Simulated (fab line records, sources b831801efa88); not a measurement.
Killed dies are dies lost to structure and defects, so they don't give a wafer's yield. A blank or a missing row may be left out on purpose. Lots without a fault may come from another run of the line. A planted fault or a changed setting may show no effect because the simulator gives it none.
Which tool did it? | flow sky130 | 6 lots, 18 wafers sampled, at 2 steps of a route of 708

WHAT THE GAUGES READ, wafer by wafer
SKY_SD_P_TW_MEAS_11.
lot  | measured     | on            | SD_P_TW
L498 | day 26 13:45 | film_metro-04 | 2832 2821 2828
L500 | day 27 08:13 | film_metro-02 | 2863 2854 2884
L502 | day 28 02:48 | film_metro-04 | 2838 2825 2836
L507 | day 29 16:15 | film_metro-01 | 2833 2822 2831
L512 | day 31 12:01 | film_metro-04 | 2976 2988 3014
L515 | day 32 13:57 | film_metro-02 | 2839 2842 2843

WHICH TOOL RAN EACH LOT (tool, then ch and the chambers of the sampled wafers, then the start)
lot  | SKY_SD_P_IMPLANT_09
L498 | implanter-03 ch 0, day 26 13:30
L500 | implanter-01 ch 0, day 27 07:59
L502 | implanter-04 ch 0, day 28 02:33
L507 | implanter-01 ch 0, day 29 16:00
L512 | implanter-03 ch 0, day 31 11:48
L515 | implanter-04 ch 0, day 32 13:42
- SKY_SD_P_IMPLANT_09

THE ANSWER, worked out from the rows above alone
Rule: what is usual is taken from the lots themselves. Put in order of their means at a reading, lots are off if they are a third of the lots or fewer, leave a main group of 4 or more, and stand apart from it by a gap of 3 or more times the standard deviation of the main group's means; of several such gaps the widest counts. A main group whose means are all the same, to the digits that the tables above print for the reading, isn't used. A lot without any number at a reading at which 4 lots or more have one is off too. The other lots that the step has rows for count as sound.
Off: L512, at SKY_SD_P_TW_MEAS_11 (SD_P_TW). The main group: mean 2839, standard deviation 15.
A tool fits if, at a process step before that reading, it ran every lot that is off, and no sound lot after the first of them. The gauges at SKY_SD_P_TW_MEAS_11 are tried like those tools. Can't be told from this: 2 tools fit, implanter-03 at SKY_SD_P_IMPLANT_09, film_metro-04 at SKY_SD_P_TW_MEAS_11.

WHAT THE SIMULATOR HAD PUT IN
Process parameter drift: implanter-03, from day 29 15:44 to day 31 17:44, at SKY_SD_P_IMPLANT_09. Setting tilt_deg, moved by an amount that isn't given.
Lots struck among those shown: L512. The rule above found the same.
